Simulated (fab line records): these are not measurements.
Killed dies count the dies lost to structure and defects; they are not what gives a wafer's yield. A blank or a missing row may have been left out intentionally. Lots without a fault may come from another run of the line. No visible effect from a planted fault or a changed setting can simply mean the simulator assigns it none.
Which tool is to blame? / flow sky130 / 12 lots, 36 wafers sampled, at 1 step of a route of 708

WHAT THE GAUGES SHOWED, per wafer
SKY_LOCAL_INTERCONNECT_CD_MEAS_11: the cd target is 170 nm.
lot=L076; measured=day 31 00:44; on=cd-sem-01; cd-nm (nm)=170.7 170.6 172.2
lot=L078; measured=day 31 13:47; on=cd-sem-01; cd-nm (nm)=171.7 170.5 171.5
lot=L079; measured=day 32 06:49; on=cd-sem-01; cd-nm (nm)=169.8 170.5 168.7
lot=L081; measured=day 32 15:31; on=cd-sem-02; cd-nm (nm)=170.3 170.0 170.7
lot=L083; measured=day 33 05:23; on=cd-sem-01; cd-nm (nm)=171.2 171.4 169.8
lot=L085; measured=day 34 03:27; on=cd-sem-01; cd-nm (nm)=168.6 168.0 169.3
lot=L087; measured=day 34 06:53; on=cd-sem-02; cd-nm (nm)=168.9 168.5 169.3
lot=L090; measured=day 35 18:50; on=cd-sem-02; cd-nm (nm)=168.6 167.4 166.9
lot=L091; measured=day 36 03:48; on=cd-sem-02; cd-nm (nm)=169.2 170.5 171.5
lot=L094; measured=day 36 10:57; on=cd-sem-02; cd-nm (nm)=170.6 171.4 171.3
lot=L096; measured=day 37 00:41; on=cd-sem-02; cd-nm (nm)=170.5 168.6 170.8
lot=L097; measured=day 37 18:34; on=cd-sem-02; cd-nm (nm)=170.3 172.3 170.2

WHAT TOOL EACH LOT RAN ON (gives the tool, then ch and the chambers of the sampled wafers, and finally the start)
Record: no process step prior to these readings.

THE ANSWER, worked out from the rows above alone
Rule: usual is defined by the lots themselves. The widest of any qualifying gaps counts: lots, ordered by their means at a reading, are off when they make up no more than a third of the lots, leave a main group of 4 or more, and stand apart from it by 3 or more times the standard deviation of that group's means. A main group is skipped when, at the precision printed for the reading in the tables above, its means are all equal. Also off: a lot with no number at a reading for which 4 or more lots have one. Any other lot the step has rows for is counted as sound.
No lot is off at any reading shown: from this, nothing can be told.

WHAT THE SIMULATOR HAD INSERTED
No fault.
